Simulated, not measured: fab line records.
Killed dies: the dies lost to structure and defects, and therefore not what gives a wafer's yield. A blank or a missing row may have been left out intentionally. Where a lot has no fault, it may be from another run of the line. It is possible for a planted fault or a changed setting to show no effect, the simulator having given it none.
A lot that was struck, set against a sound lot | flow sky130 | 19 out of 708 route steps
Sound: wafers L607.1, L607.2, L607.5. The struck wafers were L613.1, L613.3, L613.6. The cause is named last.
Order at every step that has rows: each side's tool, ch and its chambers, its first start. Under that, the readings that differ: sound wafers | struck wafers | difference of the means | sigmas: that difference in standard deviations of wafers without a fault.
alike: a reading whose means differ by less than 2 such deviations, as well as words and numbers matching on both sides. not compared: withheld readings; readings where some wafer has no value; bounds like >300 that might hide an equal value; numbers whose values overlap and for which the record gives no deviation.
The two part at a step that has a row with sigmas, a row that says differs or no value, or rows on one side only. When numbers do not overlap yet have no deviation, they are printed without sigmas and do not part them. Lack of a reading on every wafer of one side parts them only where that side has two or more wafers.

first, 1 step without rows for these wafers: SKY_LDD_HVP_IMPLANT_08.
SKY_LDD_HVP_STRIP_09: strips in O2/N2.
  sound on plasma asher-04 ch 0,1, day 22 21:33; struck on plasma asher-04 ch 0, day 24 17:25
  alike: drypump motor current A, oes product au, strip time to endpoint s
  not compared: rf hours counter h
SKY_LDD_HVP_TW_MEAS_10:
  sound on film metro-01, day 22 21:39; struck on film metro-01, day 24 17:31
  alike: LDD_HVP_TW
then, 7 steps without rows for these wafers: SKY_LDD_LDN_DEHYDRATE_00 (time 60 s); SKY_LDD_LDN_HMDS_01 (prime time 60 s); SKY_LDD_LDN_COAT_02 (resist thk 1140 nm); SKY_LDD_LDN_SOFTBAKE_03 (time 60 s); SKY_LDD_LDN_EXPOSE_04 (exposes mask LDNTM, target cd 700 nm); SKY_LDD_LDN_PEB_05; SKY_LDD_LDN_DEVELOP_06 (develop time 60 s).
SKY_LDD_LDN_OVL_MEAS_07:
  sound on overlay-02, day 24 04:04; struck on overlay-01, day 25 22:17
  alike: LDD_LDN_OVL
then, 1 step without rows for these wafers: SKY_LDD_LDN_IMPLANT_08.
SKY_LDD_LDN_IMPLANT_09:
  sound on implanter-02 ch 0, day 24 04:16; struck on implanter-02 ch 0, day 25 22:47
  alike: rotation deg
then, 2 steps without rows for these wafers: SKY_LDD_LDN_IMPLANT_10; SKY_LDD_LDN_IMPLANT_11.
SKY_LDD_LDN_STRIP_12: strips in O2/N2.
  sound on plasma asher-04 ch 0,1, day 24 04:43; struck on plasma asher-04 ch 0, day 25 23:14
  alike: drypump motor current A, oes product au, strip time to endpoint s
  not compared: rf hours counter h
SKY_LDD_LDN_TW_MEAS_13:
  sound on film metro-02, day 24 04:49; struck on film metro-02, day 25 23:20
  reading    | sound          | struck         | difference | sigmas
  LDD_LDN_TW | 1465 1470 1457 | 1566 1556 1562 | +97        | +6
then, 1 step without rows for these wafers: SKY_LDD_LDN_CLEAN_14 (cleans in SC1/SC2, time 150 s).
-- a jump in the record: the struck wafers' starts before and after are 22 days apart (it breaks off in module LDD_LDN and resumes in module PAD_OPEN, where the first step shown is number 708 of the route) --
SKY_PAD_OPEN_PROBE_99:
  sound on prober-02, day 46 16:29; struck on prober-02, day 47 22:34
  reading                         | sound          | struck         | difference | sigmas
  killed at other                 | 0 0 0          | 2 0 3          | +2         | +3
  model.etest.tip sonos.rs ohm sq | 2661 2650 2622 | 2376 2373 2370 | -271       |
  alike: killed_at_M0_to_M3, killed_at_M4_up, killed at contacts, killed at front end, killed dies, killed open, killed short

== WHERE THEY PART ==
Last at SKY_PAD_OPEN_PROBE_99 as far as this record goes, first at SKY_LDD_LDN_TW_MEAS_13.

WHY: the cause the simulator had injected
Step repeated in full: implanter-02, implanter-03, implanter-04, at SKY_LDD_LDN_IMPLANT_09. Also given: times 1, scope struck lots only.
